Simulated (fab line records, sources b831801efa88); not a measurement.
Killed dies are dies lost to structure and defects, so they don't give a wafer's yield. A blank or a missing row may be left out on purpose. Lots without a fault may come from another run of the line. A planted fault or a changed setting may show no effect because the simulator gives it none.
Which tool did it? | flow gf180mcu | 13 lots, 39 wafers sampled, at 4 steps of a route of 602

WHAT THE GAUGES READ, wafer by wafer
GF_HV_LDD_CD_MEAS_19: target cd 400 nm.
lot  | measured     | on        | cd_nm (nm)
L132 | day 10 20:52 | cd_sem-01 | 398.4 402.2 399.4
L133 | day 11 02:59 | cd_sem-01 | 401.8 400.5 401.5
L135 | day 11 23:10 | cd_sem-01 | 400.8 399.9 401.6
L136 | day 12 06:14 | cd_sem-02 | 402.2 400.3 401.0
L138 | day 12 11:56 | cd_sem-01 | 403.0 405.4 401.7
L140 | day 13 08:56 | cd_sem-01 | 403.2 403.2 399.9
L142 | day 13 23:02 | cd_sem-02 | 400.0 397.4 398.8
L143 | day 14 08:32 | cd_sem-01 | 399.4 400.4 399.8
L146 | day 15 02:27 | cd_sem-02 | 397.9 394.6 396.6
L151 | day 16 16:38 | cd_sem-02 | 400.7 401.0 398.8
L152 | day 17 05:44 | cd_sem-02 | 397.7 400.5 398.2
L154 | day 17 12:36 | cd_sem-02 | 398.6 400.6 397.8
L155 | day 18 01:36 | cd_sem-01 | 400.7 402.5 400.1

GF_NSD_CD_MEAS_07: target cd 400 nm.
lot  | measured     | on        | cd_nm (nm)
L132 | day 13 09:28 | cd_sem-01 | 400.8 399.0 402.8
L133 | day 13 17:39 | cd_sem-02 | 403.2 403.6 405.4
L135 | day 14 14:58 | cd_sem-01 | 400.2 402.5 401.2
L136 | day 14 22:29 | cd_sem-01 | 400.3 401.2 397.4
L138 | day 15 05:55 | cd_sem-01 | 402.0 402.3 402.5
L140 | day 16 04:50 | cd_sem-01 | 401.6 402.0 399.9
L142 | day 16 19:26 | cd_sem-01 | 402.7 404.6 402.0
L143 | day 17 06:02 | cd_sem-01 | 400.9 399.4 400.0
L146 | day 18 00:42 | cd_sem-02 | 401.3 403.7 402.4
L151 | day 19 19:09 | cd_sem-01 | 400.9 401.1 401.2
L152 | day 20 10:32 | cd_sem-02 | 402.9 405.4 402.3
L154 | day 20 17:06 | cd_sem-01 | 399.2 397.0 400.5
L155 | day 21 05:13 | cd_sem-02 | 399.6 398.4 398.6

WHICH TOOL RAN EACH LOT (tool, then ch and the chambers of the sampled wafers, then the start)
lot  | GF_HV_LDD_STRIP_10                   | GF_HV_LDD_ETCHBACK_58
L132 | plasma_asher-02 ch 0,1, day 10 02:46 | rie_diel-03 ch 0,2, day 12 13:49
L133 | plasma_asher-02 ch 0,1, day 10 08:58 | rie_diel-03 ch 0,2, day 12 21:54
L135 | plasma_asher-03 ch 0,1, day 11 04:37 | rie_diel-02 ch 0,2, day 13 18:09
L136 | plasma_asher-02 ch 0,1, day 11 11:36 | rie_diel-03 ch 0,1,2, day 14 01:42
L138 | plasma_asher-02 ch 0,1, day 11 17:15 | rie_diel-02 ch 0,2,3, day 14 08:34
L140 | plasma_asher-02 ch 0,1, day 12 13:59 | rie_diel-01 ch 0,1, day 15 06:34
L142 | plasma_asher-03 ch 0,1, day 13 02:57 | rie_diel-02 ch 0,1, day 15 21:38
L143 | plasma_asher-03 ch 0,1, day 13 12:21 | rie_diel-03 ch 0,3, day 16 07:34
L146 | plasma_asher-03 ch 0,1, day 14 05:56 | rie_diel-02 ch 0,1,3, day 17 02:21
L151 | plasma_asher-02 ch 0,1, day 15 18:14 | rie_diel-03 ch 0,1, day 18 18:53
L152 | plasma_asher-02 ch 0,1, day 16 07:32 | rie_diel-02 ch 0,1,3, day 19 09:37
L154 | plasma_asher-01 ch 1, day 16 14:35   | rie_diel-02 ch 0,3, day 19 16:55
L155 | plasma_asher-03 ch 0,1, day 17 02:59 | rie_diel-02 ch 2,3, day 20 06:12
- GF_HV_LDD_STRIP_10: strips in O2/N2.
- GF_HV_LDD_ETCHBACK_58: etches Si3N4 in CH3F/O2, stops on SiO2, time 100 s, target depth 90 nm.

WHAT THE TOOLS THEMSELVES READ (means of the sampled wafers that have a number; where no wafer has one, the mark that the record gives instead)
GF_HV_LDD_STRIP_10.
lot  | tool            | drypump_motor_current_A (A) | heater_power_w (W) | oes_product_au (a.u.) | strip_time_to_endpoint_s (s)
L132 | plasma_asher-02 | 5.85                        | 350                | 0.717                 | 12.598
L133 | plasma_asher-02 | 5.71                        | 338                | 0.715                 | 12.590
L135 | plasma_asher-03 | 6.08                        | 359                | 0.716                 | 12.610
L136 | plasma_asher-02 | 5.72                        | 339                | 0.717                 | 12.591
L138 | plasma_asher-02 | 5.82                        | 350                | 0.714                 | 12.644
L140 | plasma_asher-02 | 5.83                        | 358                | 0.716                 | 12.592
L142 | plasma_asher-03 | 6.07                        | 361                | 0.713                 | 12.640
L143 | plasma_asher-03 | 6.01                        | 389                | 0.717                 | 12.630
L146 | plasma_asher-03 | 6.02                        | 387                | 0.717                 | 12.641
L151 | plasma_asher-02 | 5.70                        | 337                | 0.716                 | 12.598
L152 | plasma_asher-02 | 5.72                        | 336                | 0.720                 | 12.585
L154 | plasma_asher-01 | 5.63                        | 390                | 0.719                 | 12.600
L155 | plasma_asher-03 | 6.07                        | 369                | 0.718                 | 12.562

GF_HV_LDD_ETCHBACK_58.
lot  | tool        | drypump_motor_current_A (A) | oes_product_au (a.u.) | run_length_s (s) | throttle_valve_pct (%)
L132 | rie_diel-03 | 5.6                         | 0.832                 | 128.0            | 10.554
L133 | rie_diel-03 | 5.5                         | 0.842                 | 128.0            | 10.564
L135 | rie_diel-02 | 5.7                         | 0.834                 | 128.4            | 10.557
L136 | rie_diel-03 | 5.2                         | 0.831                 | 128.1            | 10.553
L138 | rie_diel-02 | 5.7                         | 0.837                 | 128.5            | 10.558
L140 | rie_diel-01 | 5.2                         | 0.843                 | 128.3            | 10.558
L142 | rie_diel-02 | 5.8                         | 0.875                 | 125.2            | 10.574
L143 | rie_diel-03 | 6.0                         | 0.841                 | 128.4            | 10.557
L146 | rie_diel-02 | 5.8                         | 0.869                 | 125.3            | 10.564
L151 | rie_diel-03 | 5.2                         | 0.847                 | 128.1            | 10.568
L152 | rie_diel-02 | 5.8                         | 0.838                 | 128.5            | 10.562
L154 | rie_diel-02 | 5.7                         | 0.847                 | 128.7            | 10.570
L155 | rie_diel-02 | 5.7                         | 0.838                 | 128.4            | 10.564

THE ANSWER, worked out from the rows above alone
Rule: what is usual is taken from the lots themselves. Put in order of their means at a reading, lots are off if they are a third of the lots or fewer, leave a main group of 4 or more, and stand apart from it by a gap of 3 or more times the standard deviation of the main group's means; of several such gaps the widest counts. A main group whose means are all the same, to the digits that the tables above print for the reading, isn't used. A lot without any number at a reading at which 4 lots or more have one is off too. The other lots that the step has rows for count as sound. The gauges are gone through in route order, then the tools' own readings, and for those a lot's mean is taken as printed above. The first step at which some lot is off is used, and at that step the reading that is off furthest; a lot without a number counts as furthest.
Off: L142, L146, at GF_HV_LDD_ETCHBACK_58 (run_length_s). The main group: mean 128.3 s, standard deviation 0.22.
A tool fits if, at that step or a process step before it, it ran every lot that is off, and no sound lot after the first of them. None of those tried fits.

WHAT THE SIMULATOR HAD PUT IN
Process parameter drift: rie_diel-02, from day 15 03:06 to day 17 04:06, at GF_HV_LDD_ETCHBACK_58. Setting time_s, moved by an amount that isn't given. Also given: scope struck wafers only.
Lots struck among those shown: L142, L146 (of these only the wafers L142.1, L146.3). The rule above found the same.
